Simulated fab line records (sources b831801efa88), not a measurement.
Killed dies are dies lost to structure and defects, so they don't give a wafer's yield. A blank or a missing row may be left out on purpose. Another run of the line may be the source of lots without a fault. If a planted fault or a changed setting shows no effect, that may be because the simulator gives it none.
Which tool did it? ; flow sky130 ; Sampling: 10 lots, 30 wafers, 2 of 708 route steps

## WHAT EACH GAUGE READ, for each wafer
SKY_VIA3_RS_MEAS_22: a four-point-probe measurement.
lot;measured;on;VIA3_W_RS (ohm/sq)
L250;day 39 18:43;film-metro-03;0.301 0.296 0.297
L251;day 40 03:30;film-metro-01;0.297 0.292 0.295
L253;day 40 15:50;film-metro-02;0.291 0.298 0.294
L254;day 41 04:23;film-metro-01;0.298 0.290 0.296
L255;day 41 15:32;film-metro-02;0.290 0.298 0.294
L256;day 41 18:08;film-metro-02;0.297 0.299 0.307
L262;day 43 13:22;film-metro-03;1.107 1.097 1.124
L265;day 44 14:01;film-metro-02;0.295 0.288 0.298
L266;day 45 03:14;film-metro-03;1.079 1.099 1.138
L271;day 46 00:32;film-metro-03;0.290 0.295 0.294

## WHAT TOOL EACH LOT RAN ON (gives the tool, then ch and the chambers of the sampled wafers, and finally the start)
lot;SKY_VIA3_CVD_21
L250;cvd-w-02 ch 0,1, day 39 18:35
L251;cvd-w-02 ch 0,1, day 40 03:22
L253;cvd-w-02 ch 0,1, day 40 15:41
L254;cvd-w-01 ch 0,1, day 41 04:14
L255;cvd-w-01 ch 0,1, day 41 15:23
L256;cvd-w-02 ch 0,1, day 41 17:59
L262;cvd-w-02 ch 0,1, day 43 13:14
L265;cvd-w-01 ch 0,1, day 44 13:54
L266;cvd-w-02 ch 0,1, day 45 03:05
L271;cvd-w-01 ch 0,1, day 46 00:24
- SKY_VIA3_CVD_21: deposits W, target thk 390 nm, time 117.31 s.

## THE ANSWER, worked out from the rows above alone
Rule: usual is defined by the lots themselves. The widest of any qualifying gaps counts: lots, ordered by their means at a reading, are off when they make up no more than a third of the lots, leave a main group of 4 or more, and stand apart from it by 3 or more times the standard deviation of that group's means. The tables above print the reading to a certain number of digits; a main group whose means all agree to those digits is not used. A lot without any number at a reading at which 4 lots or more have one is off too. Any other lot the step has rows for is counted as sound.
Off: L262, L266, seen at SKY_VIA3_RS_MEAS_22 (VIA3_W_RS). The main group: mean 0.295 ohm/sq, standard deviation 0.0025.
If a tool, at a process step before that reading, ran all the lots that are off and no sound lot after the first of them, it fits. Gauges at SKY_VIA3_RS_MEAS_22: tried the same way as those tools. One candidate fits, namely cvd-w-02 at SKY_VIA3_CVD_21. Its last sound lot is L256 (day 41 17:59), its first lot that is off L262 (day 43 13:14): a fault that began between those two fits.

## WHAT THE SIMULATOR HAD INSERTED
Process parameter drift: cvd-w-02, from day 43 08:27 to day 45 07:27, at SKY_VIA3_CVD_21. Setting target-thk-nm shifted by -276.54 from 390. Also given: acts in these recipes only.
Struck lots among those shown: L262, L266. This agrees with what the rule above found.
